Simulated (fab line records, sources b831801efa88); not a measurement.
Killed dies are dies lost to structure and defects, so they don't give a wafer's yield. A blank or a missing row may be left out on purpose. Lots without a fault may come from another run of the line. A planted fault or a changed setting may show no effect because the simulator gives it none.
A struck lot beside a sound one | flow sky130 | 15 steps out of a route of 708
Sound: wafers L370.2, L370.4, L370.6. Struck: wafers L368.1, L368.5, L368.6. The cause comes at the end.
At each step with rows: each side's tool, then ch and its chambers, then its first start. Under that, the readings that differ: sound wafers | struck wafers | difference of the means | sigmas: that difference in standard deviations of wafers without a fault.
alike: readings whose means differ by less than 2 such deviations, and words and numbers that are the same on both sides. not compared: withheld readings, readings that some wafer has no value for, bounds like >300 that may hide the same value, and numbers for which the record gives no deviation and whose values overlap.
The two part at a step that has a row with sigmas, a row that says differs or no value, or rows on one side only. Numbers that don't overlap but have no deviation are shown without sigmas and don't part them. A reading that every wafer of one side lacks parts them only if that side has two wafers or more.

SKY_VIA2_OVL_MEAS_13:
  sound on overlay-02, day 41 19:10; struck on overlay-01, day 41 09:16
  alike: VIA2_OVL
then, 1 step without rows for these wafers: SKY_VIA2_ETCH_14 (etches BARC in N2/H2, stops on SiO2, time 45.9 s, target depth 60 nm).
SKY_VIA2_ETCH_15: etches SiO2 in C4F8/O2/Ar, stops on TiN, target depth 546 nm, time 84 s.
  sound on rie_diel-04 ch 0,1,2, day 41 19:14; struck on rie_diel-04 ch 0,1, day 41 09:20
  alike: oes_product_au
SKY_VIA2_STRIP_16: strips in O2/N2.
  sound on plasma_asher-04 ch 0,1, day 41 19:17; struck on plasma_asher-01 ch 0,1, day 41 09:24
  reading             | sound             | struck            | difference | sigmas
  n2_flow_sccm (sccm) | 300.8 300.2 302.0 | 299.4 298.4 299.2 | -2.0       | -2
  alike: drypump_motor_current_A, oes_product_au, strip_time_to_endpoint_s
  not compared: rf_hours_counter_h
then, 3 steps without rows for these wafers: SKY_VIA2_STRIP_17 (strips in post etch residue remover, time 1200 s); SKY_VIA2_CLEAN_18 (cleans in IPA, time 180 s); SKY_VIA2_CLEAN_19 (cleans in O3/DIW).
SKY_VIA2_SPUTTER_20: material TiN, target thk 20 nm, time 80 s.
  sound on pvd_sputter-04, day 41 19:56; struck on pvd_sputter-04, day 41 09:59
  alike: cathode_dc_power_W, chamber_pressure_pa, throttle_valve_pct
then, 1 step without rows for these wafers: SKY_VIA2_CVD_21 (deposits W, target thk 420 nm, time 126.4 s).
SKY_VIA2_RS_MEAS_22: measures by four-point-probe.
  sound on film_metro-02, day 41 20:08; struck on film_metro-03, day 41 10:11
  alike: VIA2_W_RS
SKY_VIA2_THK_MEAS_23: measures by xrf.
  sound on film_metro-02, day 41 20:15; struck on film_metro-03, day 41 10:18
  alike: VIA2_W_THK
SKY_VIA2_CMP_24: polishes, stops on SiO2, t overpolish 20 s, target thk 0 nm.
  sound on cmp-01 ch 0,2,3, day 41 20:24; struck on cmp-02 ch 1,2,3, day 41 10:31
  reading                | sound    | struck     | difference | sigmas
  time_to_endpoint_s (s) | 89 95 96 | 101 102 97 | +7         | +2
  alike: motor_current_A, overpolish_run_s
SKY_METAL3_SPUTTER_00: material Ti, target thk 15 nm, time 10 s.
  sound on pvd_sputter-02, day 41 20:36; struck on pvd_sputter-01, day 41 10:40
  no value came back on the struck wafers for cathode_dc_power_W (W), chamber_pressure_pa (Pa), throttle_valve_pct (%); on the sound wafers cathode_dc_power_W (W) reads 3001.9 2999.0 2999.7
SKY_METAL3_SPUTTER_01: material TiN, target thk 20 nm, time 16.7 s.
  sound on pvd_sputter-02, day 41 20:37; struck on pvd_sputter-01, day 41 10:41
  reading                | sound          | struck         | difference | sigmas
  throttle_valve_pct (%) | 28.5 28.6 28.5 | 31.9 32.3 30.0 | +2.9       | +2
  alike: cathode_dc_power_W, chamber_pressure_pa
-- the record jumps here: 8 days lie between the struck wafers' starts before and after (it left off in module METAL3 and takes up again in module PAD_OPEN, whose first step shown is number 708 of the route) --
SKY_PAD_OPEN_PROBE_99:
  sound on prober-01, day 50 00:22; struck on prober-01, day 49 19:09
  alike: defect_limited_yield, killed_at_M0_to_M3, killed_at_M4_up, killed_at_contacts, killed_at_front_end, killed_at_other, killed_dies, killed_open, killed_short, sort_bin_3_pad_short, sort_bin_5_function, sort_bin_6_memory, sort_n_pass, sort_yield_pct
  not compared: model.etest.via2_chain.rc_ohm

WHERE THEY PART
First at SKY_VIA2_STRIP_16; last, within this record, at SKY_METAL3_SPUTTER_01. Later steps at which nothing parts them and some readings are alike: SKY_PAD_OPEN_PROBE_99.

WHY: what the simulator had put in
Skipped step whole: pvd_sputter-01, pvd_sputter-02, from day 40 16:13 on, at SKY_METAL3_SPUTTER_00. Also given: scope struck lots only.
